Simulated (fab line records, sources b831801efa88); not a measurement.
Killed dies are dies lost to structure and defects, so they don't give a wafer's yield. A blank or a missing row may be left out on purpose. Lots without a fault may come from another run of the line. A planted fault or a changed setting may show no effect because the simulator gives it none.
Which tool did it? | flow sky130 | 14 lots, 42 wafers sampled, at 5 steps of a route of 708

WHAT THE GAUGES READ, wafer by wafer
SKY_POLY_CUT_OVL_MEAS_09.
lot  | measured     | on         | POLY_CUT_OVL (nm)
L393 | day 24 09:36 | overlay-02 | 7 3 6
L396 | day 24 22:38 | overlay-02 | 2 5 -5
L397 | day 25 12:01 | overlay-01 | 9 3 0
L401 | day 27 01:23 | overlay-01 | -6 -1 1
L402 | day 27 09:42 | overlay-02 | 9 17 7
L404 | day 28 18:13 | overlay-02 | 1 7 3
L405 | day 28 22:10 | overlay-02 | 4 2 2
L406 | day 28 22:38 | overlay-01 | -5 -8 -2
L408 | day 29 10:50 | overlay-02 | 3 -6 0
L409 | day 29 23:25 | overlay-02 | -2 4 -1
L410 | day 30 00:59 | overlay-01 | 9 2 1
L411 | day 30 04:43 | overlay-01 | 4 4 3
L413 | day 31 04:16 | overlay-01 | -2 -2 -5
L415 | day 31 15:40 | overlay-02 | 7 -5 0

SKY_SD_P_OVL_MEAS_08.
lot  | measured     | on         | SD_P_OVL (nm)
L393 | day 25 15:52 | overlay-01 | -0.9 -0.8 -0.8
L396 | day 26 04:31 | overlay-02 | 2.5 2.0 1.6
L397 | day 26 16:46 | overlay-01 | -0.4 -1.2 0.8
L401 | day 28 04:59 | overlay-01 | -1.0 -2.6 -0.8
L402 | day 28 13:32 | overlay-02 | 3.5 1.9 1.6
L404 | day 29 21:22 | overlay-02 | -0.3 0.0 -0.5
L405 | day 30 01:13 | overlay-02 | 1.8 0.7 -0.2
L406 | day 30 02:07 | overlay-01 | -1.4 0.3 0.9
L408 | day 30 13:02 | overlay-01 | 1.0 1.2 2.1
L409 | day 31 01:02 | overlay-01 | 56.6 56.1 57.2 57.5 56.8 57.4
L410 | day 31 03:55 | overlay-01 | 56.7 56.5 55.2 57.3 57.3 56.1
L411 | day 31 06:34 | overlay-01 | 55.3 57.3 57.1 55.8 57.3 57.7
L413 | day 32 07:31 | overlay-01 | 1.1 0.1 -1.6
L415 | day 32 18:25 | overlay-01 | -1.1 -1.2 0.5

SKY_SD_N_TW_MEAS_12.
lot  | measured     | on            | SD_N_TW
L393 | day 28 01:25 | film_metro-03 | 4045 4047 4048
L396 | day 28 12:52 | film_metro-03 | 4070 4059 4049
L397 | day 28 23:58 | film_metro-03 | 4050 4039 4059
L401 | day 30 11:29 | film_metro-04 | 4015 4017 4031
L402 | day 30 18:41 | film_metro-03 | 4097 4065 4053
L404 | day 32 02:29 | film_metro-04 | 3962 3976 3954
L405 | day 32 07:10 | film_metro-04 | 3970 3977 3966
L406 | day 32 07:46 | film_metro-02 | 3988 3978 3969
L408 | day 32 18:50 | film_metro-04 | 3983 3990 3955
L413 | day 34 13:43 | film_metro-03 | 4069 4075 4047
L415 | day 35 01:11 | film_metro-03 | 4072 4059 4067

WHICH TOOL RAN EACH LOT (tool, then ch and the chambers of the sampled wafers, then the start)
lot  | SKY_LDD_P_STRIP_10                   | SKY_SD_P_EXPOSE_04
L393 | plasma_asher-03 ch 0,1, day 19 01:45 | iline_stepper-02 ch 0, day 25 01:08
L396 | plasma_asher-01 ch 0,1, day 19 15:45 | iline_stepper-01 ch 0, day 25 14:19
L397 | plasma_asher-04 ch 0,1, day 20 06:40 | iline_stepper-02 ch 0, day 26 02:35
L401 | plasma_asher-04 ch 0,1, day 21 18:38 | iline_stepper-02 ch 0, day 27 15:20
L402 | plasma_asher-04 ch 0,1, day 22 06:53 | iline_stepper-01 ch 0, day 28 00:04
L404 | plasma_asher-01 ch 0,1, day 23 19:34 | iline_stepper-02 ch 0, day 29 08:04
L405 | plasma_asher-04 ch 0,1, day 23 23:03 | iline_stepper-01 ch 0, day 29 12:08
L406 | plasma_asher-04 ch 0,1, day 23 23:29 | iline_stepper-01 ch 0, day 29 12:46
L408 | plasma_asher-01 ch 0,1, day 24 17:05 | iline_stepper-01 ch 0, day 29 23:55
L409 | plasma_asher-04 ch 0,1, day 25 06:17 | iline_stepper-02 ch 0, day 30 12:02
L410 | plasma_asher-01 ch 0,1, day 25 06:56 | iline_stepper-02 ch 0, day 30 14:29
L411 | plasma_asher-03 ch 0,1, day 25 11:37 | iline_stepper-02 ch 0, day 30 18:05
L413 | plasma_asher-04 ch 0,1, day 26 14:45 | iline_stepper-01 ch 0, day 31 17:47
L415 | plasma_asher-01 ch 0,1, day 27 01:55 | iline_stepper-01 ch 0, day 32 04:49
- SKY_LDD_P_STRIP_10: strips in O2/N2.
- SKY_SD_P_EXPOSE_04: exposes mask PSDM, target cd 380 nm.

WHAT THE TOOLS THEMSELVES READ (means of the sampled wafers that have a number; where no wafer has one, the mark that the record gives instead)
SKY_LDD_P_STRIP_10.
lot  | tool            | drypump_motor_current_A (A) | oes_product_au (a.u.) | strip_time_to_endpoint_s (s)
L393 | plasma_asher-03 | 5.7                         | 0.718                 | 14.25
L396 | plasma_asher-01 | 5.3                         | 0.712                 | 14.15
L397 | plasma_asher-04 | 5.9                         | 0.718                 | 14.13
L401 | plasma_asher-04 | 5.9                         | 0.714                 | 14.22
L402 | plasma_asher-04 | 5.9                         | 0.718                 | 14.19
L404 | plasma_asher-01 | 5.3                         | 0.718                 | 14.11
L405 | plasma_asher-04 | 5.9                         | 0.714                 | 14.20
L406 | plasma_asher-04 | 6.0                         | 0.713                 | 14.17
L408 | plasma_asher-01 | 5.7                         | 0.716                 | 14.16
L409 | plasma_asher-04 | 6.0                         | 0.716                 | 14.18
L410 | plasma_asher-01 | 5.3                         | 0.715                 | 14.15
L411 | plasma_asher-03 | 5.5                         | 0.715                 | 14.16
L413 | plasma_asher-04 | 6.0                         | 0.716                 | 14.18
L415 | plasma_asher-01 | 5.7                         | 0.719                 | 14.19

THE ANSWER, worked out from the rows above alone
Rule: what is usual is taken from the lots themselves. Put in order of their means at a reading, lots are off if they are a third of the lots or fewer, leave a main group of 4 or more, and stand apart from it by a gap of 3 or more times the standard deviation of the main group's means; of several such gaps the widest counts. A main group whose means are all the same, to the digits that the tables above print for the reading, isn't used. A lot without any number at a reading at which 4 lots or more have one is off too. The other lots that the step has rows for count as sound. The gauges are gone through in route order, then the tools' own readings, and for those a lot's mean is taken as printed above. The first step at which some lot is off is used, and at that step the reading that is off furthest; a lot without a number counts as furthest.
Off: L409, L410, L411, at SKY_SD_P_OVL_MEAS_08 (SD_P_OVL). The main group: mean 0.3 nm, standard deviation 1.2.
A tool fits if, at a process step before that reading, it ran every lot that is off, and no sound lot after the first of them. The gauges at SKY_SD_P_OVL_MEAS_08 are tried like those tools. One fits: iline_stepper-02 at SKY_SD_P_EXPOSE_04. Its last sound lot is L404 (day 29 08:04), its first lot that is off L409 (day 30 12:02): a fault that began between those two fits.

WHAT THE SIMULATOR HAD PUT IN
Scanner matching overlay: iline_stepper-02, from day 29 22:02 on, at SKY_SD_P_EXPOSE_04. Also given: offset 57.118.
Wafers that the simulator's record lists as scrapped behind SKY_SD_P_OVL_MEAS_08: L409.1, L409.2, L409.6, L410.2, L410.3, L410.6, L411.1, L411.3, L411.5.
Lots struck among those shown: L409, L410, L411. The rule above found the same.
